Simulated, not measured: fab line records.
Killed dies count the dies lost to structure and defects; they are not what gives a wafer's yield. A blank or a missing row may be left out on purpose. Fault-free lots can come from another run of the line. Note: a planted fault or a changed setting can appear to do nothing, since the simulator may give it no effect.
Comparing a struck lot with a sound one | flow sky130 | 15 out of 708 route steps
Sound: wafers L115.2, L115.5, L115.6. Struck: wafers L118.2, L118.3, L118.6. The cause comes at the end.
Each step with rows lists, per side, the tool, then ch with its chambers, then its first start. Under that, the readings that differ: sound wafers | struck wafers | difference of the means | sigmas: that difference in standard deviations of wafers without a fault.
alike: words and numbers the same on both sides, and readings whose means are apart by under 2 such deviations; not compared: readings that were withheld, readings missing a value for some wafer, numbers with overlapping values and no deviation given by the record, and bounds like >300 which may hide the same value.
Wherever a step has rows on one side only, a row that says differs or no value, or a row with sigmas, the two part there. Non-overlapping numbers with no deviation appear without sigmas and do not part them. Lack of a reading on every wafer of one side parts them only where that side has two or more wafers.

first, 7 steps without rows for these wafers: SKY_PAD_OPEN_DEHYDRATE_00 (time 60 s); SKY_PAD_OPEN_HMDS_01 (prime time 60 s); SKY_PAD_OPEN_COAT_02 (resist thk 3000 nm); SKY_PAD_OPEN_SOFTBAKE_03; SKY_PAD_OPEN_EXPOSE_04 (exposes mask PDM, target cd 60000 nm); SKY_PAD_OPEN_PEB_05; SKY_PAD_OPEN_DEVELOP_06 (develop time 60 s).
SKY_PAD_OPEN_ETCH_07: etches the open film in CF4/O2, stops on AlCu, target depth 725 nm, time 161.1 s.
  sound on rieDiel-02 ch 1,2,3, day 49 13:08; struck on rieDiel-02 ch 0,1,2, day 49 22:59
  alike: cf4FlowSccm, drypumpMotorCurrentA, oesProductAu, throttleValvePct
  not compared: rfHoursCounterH
SKY_PAD_OPEN_STRIP_08: strips in O2/N2.
  sound on plasmaAsher-01 ch 0,1, day 49 13:14; struck on plasmaAsher-03 ch 0,1, day 49 23:05
  alike: drypumpMotorCurrentA, oesProductAu
  not compared: rfHoursCounterH
then, 3 steps without rows for these wafers: SKY_PAD_OPEN_STRIP_09 (strips in post etch residue remover, time 1157 s); SKY_PAD_OPEN_CLEAN_10 (cleans in IPA, time 180 s); SKY_PAD_OPEN_CLEAN_11 (cleans in O3/DIW).
SKY_PAD_OPEN_ANNEAL_12:
  sound on furnace-02 ch 0, day 49 13:50; struck on furnace-02 ch 0, day 50 00:08
reading                | sound                | struck               | difference | sigmas
spikeTcCentreC (C)     | 403.2 402.5 402.5    | 398.0 395.9 397.7    | -5.5       | -5
spikeTcLowerC (C)      | 398.1 399.5 401.1    | 394.5 395.2 395.3    | -4.6       | -5
spikeTcUpperC (C)      | 398.0 396.6 396.8    | 391.8 392.5 393.1    | -4.7       | -3
tubeCenterTempC (C)    | 400.03 400.01 399.99 | 394.86 394.89 394.86 | -5.14      | -99 or more
tube_center_temp_C_max | 401.02 401.13 400.80 | 395.93 395.80 395.97 | -5.08      | -32
  alike: zonePowerUpperPct
SKY_PAD_OPEN_BOW_MEAS_13:
  sound on filmMetro-03, day 49 15:21; struck on filmMetro-04, day 50 01:39
  alike: PAD_OPEN_BOW
SKY_PAD_OPEN_PROBE_99:
  sound on prober-02, day 49 15:30; struck on prober-01, day 50 01:48
  alike: defectLimitedYield, killed_at_M0_to_M3, killed_at_M4_up, killedAtContacts, killedAtFrontEnd, killedAtOther, killedDies, killedOpen, killedShort, sort_bin_3_pad_short, sort_bin_5_function, sort_bin_6_memory, sortNPass, sortYieldPct

== WHERE THEY PART ==
SKY_PAD_OPEN_ANNEAL_12 only, going by this record. Later steps at which nothing parts them and some readings are alike: SKY_PAD_OPEN_BOW_MEAS_13, SKY_PAD_OPEN_PROBE_99.

WHY: the cause the simulator had injected
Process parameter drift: furnace-02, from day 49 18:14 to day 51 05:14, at SKY_PAD_OPEN_ANNEAL_12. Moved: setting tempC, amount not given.
